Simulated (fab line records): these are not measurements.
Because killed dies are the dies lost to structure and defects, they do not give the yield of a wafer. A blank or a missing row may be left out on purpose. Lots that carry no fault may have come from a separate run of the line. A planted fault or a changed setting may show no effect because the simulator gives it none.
Chamber matching + flow gf180mcu + 4 sister chambers for GF_V5_CMP_04 on cmp-01
The step polishes SiO2. 8 wafers are shown with their chamber, then 7 later ones without.

== EACH WAFER AND ITS CHAMBER ==
| wafer  | chamber | motorCurrentA (A) |
|--------|---------|-------------------|
| L577.2 | 0       | 12.2              |
| L579.4 | 2       | 12.2              |
| L579.5 | 1       | 11.7              |
| L581.1 | 3       | 13.5              |
| L581.3 | 0       | 12.7              |
| L581.6 | 3       | 13.4              |
| L589.3 | 2       | 12.4              |
| L589.4 | 1       | 12.3              |

== WAFERS WITH NO CHAMBER GIVEN ==
| wafer  | motorCurrentA (A) |
|--------|-------------------|
| L589.5 | 12.7              |
| L590.4 | 12.2              |
| L590.5 | 11.4              |
| L590.6 | 12.4              |
| L597.2 | 12.3              |
| L597.3 | 14.2              |
| L597.5 | 12.6              |

== WHICH CHAMBER EACH WENT THROUGH ==
| wafer  | from the rows above               | in truth |
|--------|-----------------------------------|----------|
| L589.5 | can't be placed: 0 or 2 or 1 or 3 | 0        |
| L590.4 | can't be placed: 2 or 1 or 0      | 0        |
| L590.5 | can't be placed: 1 or 2 or 0      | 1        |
| L590.6 | can't be placed: 0 or 2 or 1      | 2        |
| L597.2 | can't be placed: 2 or 0 or 1      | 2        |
| L597.3 | 3                                 | 3        |
| L597.5 | can't be placed: 0 or 2 or 1      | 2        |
Placed correctly: 1 of 7. Cannot be placed on the basis of these rows: 6; the candidates contain the true chamber in 6. 0 placed wrongly.
How it was worked out, from the rows above alone: a wafer's distance from a chamber is the root of the sum, over the readings, of the square of ((its reading less the chamber's mean) divided by the reading's scatter). If the next closest chamber is less than 2 further off than the closest, the wafer can't be placed; otherwise it belongs to the closest. Each chamber's mean is taken over the wafers shown for it. The scatter: take each reading less its chamber's mean, square it, sum over the shown wafers, divide by the number of wafers less the number of chambers, and take the root.
